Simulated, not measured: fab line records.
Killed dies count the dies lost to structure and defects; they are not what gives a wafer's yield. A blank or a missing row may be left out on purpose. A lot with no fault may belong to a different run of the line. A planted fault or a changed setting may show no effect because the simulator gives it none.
The tool behind it: which one? | flow sky130 | 13 lots with 39 wafers sampled at 5 steps, on a route of 708 steps

WHAT EACH GAUGE READ, for each wafer
SKY_VT_ADJUST_NCORE_TW_MEAS_11.
lot  | measured     | on            | VT_ADJUST_NCORE_TW
L140 | day 8 22:23  | film metro-04 | 218.9 218.4 219.1
L141 | day 9 06:35  | film metro-02 | 217.0 217.7 217.5
L142 | day 9 09:05  | film metro-04 | 217.6 218.1 218.2
L144 | day 10 02:25 | film metro-02 | 217.8 218.3 219.0
L145 | day 10 10:05 | film metro-03 | 220.0 219.4 219.8
L146 | day 10 13:18 | film metro-03 | 220.4 219.2 219.2
L147 | day 10 20:15 | film metro-04 | 118.9 117.8 117.8
L148 | day 11 02:04 | film metro-03 | 120.5 119.6 119.0
L151 | day 12 03:51 | film metro-03 | 218.4 216.9 217.9
L156 | day 13 19:17 | film metro-03 | 219.3 218.9 217.9
L157 | day 14 00:17 | film metro-02 | 217.6 217.8 218.7
L160 | day 14 19:56 | film metro-04 | 216.9 215.7 216.7
L161 | day 15 05:15 | film metro-03 | 217.0 217.7 217.4

SKY_POLY_GATE_OVL_MEAS_14.
lot  | measured     | on         | POLY_GATE_OVL (nm)
L140 | day 16 16:10 | overlay-02 | 5 2 1
L141 | day 17 05:14 | overlay-02 | -6 3 -8
L142 | day 17 06:46 | overlay-02 | 2 -8 -7
L144 | day 18 04:16 | overlay-02 | -12 -6 -15
L145 | day 18 13:26 | overlay-02 | 5 2 5
L146 | day 18 23:08 | overlay-02 | 0 -2 0
L147 | day 19 06:32 | overlay-01 | -6 -2 -1
L148 | day 19 14:52 | overlay-01 | 8 0 3
L151 | day 21 00:04 | overlay-02 | 0 0 -4
L156 | day 22 21:14 | overlay-02 | 2 7 -1
L157 | day 23 04:21 | overlay-01 | -5 -6 -4
L160 | day 24 01:24 | overlay-01 | 5 12 10
L161 | day 24 08:46 | overlay-02 | -7 -5 -10

SKY_LDD_HVN_OVL_MEAS_07.
lot  | measured     | on         | LDD_HVN_OVL (nm)
L140 | day 20 16:11 | overlay-02 | 1.3 1.2 0.2
L141 | day 21 04:22 | overlay-01 | 1.8 1.8 1.2
L142 | day 21 08:38 | overlay-01 | 2.6 3.1 2.9
L144 | day 22 03:17 | overlay-02 | -0.8 -0.1 1.1
L145 | day 22 12:43 | overlay-02 | 1.3 -0.2 0.5
L146 | day 22 22:44 | overlay-02 | 2.6 3.4 2.6
L147 | day 23 05:40 | overlay-01 | 0.6 0.1 -1.6
L148 | day 23 16:10 | overlay-02 | 5.1 5.7 4.6
L151 | day 24 21:05 | overlay-01 | -0.1 -0.6 -0.3
L156 | day 26 16:37 | overlay-01 | 2.2 3.9 1.8
L157 | day 27 00:16 | overlay-01 | 1.5 2.5 2.1
L160 | day 27 19:23 | overlay-01 | 0.9 0.4 0.2
L161 | day 28 01:59 | overlay-01 | 0.7 1.9 2.1

SKY_LDD_HVN_TW_MEAS_10.
lot  | measured     | on            | LDD_HVN_TW
L140 | day 20 16:28 | film metro-01 | 1425 1427 1426
L141 | day 21 04:40 | film metro-03 | 1436 1438 1440
L142 | day 21 08:55 | film metro-01 | 1430 1430 1434
L144 | day 22 03:35 | film metro-03 | 1438 1430 1431
L145 | day 22 13:00 | film metro-04 | 1439 1432 1438
L146 | day 22 23:02 | film metro-03 | 1430 1424 1427
L147 | day 23 05:57 | film metro-03 | 1431 1428 1425
L148 | day 23 16:28 | film metro-04 | 1445 1437 1443
L151 | day 24 21:22 | film metro-03 | 1446 1432 1439
L156 | day 26 16:53 | film metro-03 | 1429 1427 1436
L157 | day 27 00:32 | film metro-03 | 1431 1443 1435
L160 | day 27 19:40 | film metro-04 | 1426 1433 1430
L161 | day 28 02:17 | film metro-01 | 1433 1432 1439

WHICH TOOL RAN EACH LOT (tool, then ch and the chambers of the sampled wafers, then the start)
lot  | SKY_VT_ADJUST_NCORE_IMPLANT_09
L140 | implanter-01 ch 0, day 8 22:08
L141 | implanter-01 ch 0, day 9 06:20
L142 | implanter-04 ch 0, day 9 08:50
L144 | implanter-04 ch 0, day 10 02:12
L145 | implanter-04 ch 0, day 10 09:48
L146 | implanter-01 ch 0, day 10 13:04
L147 | implanter-04 ch 0, day 10 20:01
L148 | implanter-04 ch 0, day 11 01:51
L151 | implanter-01 ch 0, day 12 03:37
L156 | implanter-01 ch 0, day 13 19:02
L157 | implanter-03 ch 0, day 14 00:02
L160 | implanter-01 ch 0, day 14 19:41
L161 | implanter-03 ch 0, day 15 05:01
- SKY_VT_ADJUST_NCORE_IMPLANT_09

WHAT THE TOOLS THEMSELVES READ (means of the sampled wafers that have a number; where no wafer has one, the mark that the record gives instead)
SKY_VT_ADJUST_NCORE_IMPLANT_09.
lot  | tool         | dose ions cm2 | faraday current uA
L140 | implanter-01 | 2.4014e+12    | 13.38
L141 | implanter-01 | 2.4026e+12    | 13.33
L142 | implanter-04 | 2.4012e+12    | 13.70
L144 | implanter-04 | 2.4006e+12    | 13.33
L145 | implanter-04 | 2.4002e+12    | 13.67
L146 | implanter-01 | 2.3985e+12    | 13.59
L147 | implanter-04 | 2.4170e+11    | 1.37
L148 | implanter-04 | 2.3963e+11    | 1.35
L151 | implanter-01 | 2.3956e+12    | 13.39
L156 | implanter-01 | 2.4000e+12    | 13.46
L157 | implanter-03 | 2.3999e+12    | 13.47
L160 | implanter-01 | 2.4005e+12    | 13.58
L161 | implanter-03 | 2.3992e+12    | 13.36

THE ANSWER, worked out from the rows above alone
Rule: the usual values come from the lots themselves. Put in order of their means at a reading, lots are off if they are a third of the lots or fewer, leave a main group of 4 or more, and stand apart from it by a gap of 3 or more times the standard deviation of the main group's means; of several such gaps the widest counts. The tables above print the reading to a certain number of digits; a main group whose means all agree to those digits is not used. A lot without any number at a reading at which 4 lots or more have one is off too. The other lots that the step has rows for count as sound. After the gauges, taken in route order, come the tools' own readings; for these a lot's mean is taken, as printed above. At the first step where some lot is off, the reading lying furthest off is the one used; lots without a number count as furthest.
Off: at SKY_VT_ADJUST_NCORE_TW_MEAS_11 (VT_ADJUST_NCORE_TW), L147, L148. The main group: mean 218.2, standard deviation 0.94.
A tool fits if, at a process step before that reading, it ran every lot that is off, and no sound lot after the first of them. The gauges at SKY_VT_ADJUST_NCORE_TW_MEAS_11 aren't tried: what is off there is off at SKY_VT_ADJUST_NCORE_IMPLANT_09 too, on other tools, and a gauge's error can't cause that. One candidate fits, namely implanter-04 at SKY_VT_ADJUST_NCORE_IMPLANT_09. Its last sound lot is L145 (day 10 09:48), its first lot that is off L147 (day 10 20:01): a fault that began between those two fits.
The tool's own readings at SKY_VT_ADJUST_NCORE_IMPLANT_09 bear it out: on the lots that are off they differ by more than 5 times the standard deviation of the sound lots' means. dose ions cm2 reads 2.4066e+11 there against 2.4000e+12 on the sound lots; faraday current uA reads 1.36 there against 13.48 on the sound lots.

WHAT THE SIMULATOR HAD PUT IN
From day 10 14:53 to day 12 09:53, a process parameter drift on implanter-04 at SKY_VT_ADJUST_NCORE_IMPLANT_09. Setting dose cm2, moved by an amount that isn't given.
Shown lots that were struck: L147, L148. Same finding as the rule above.
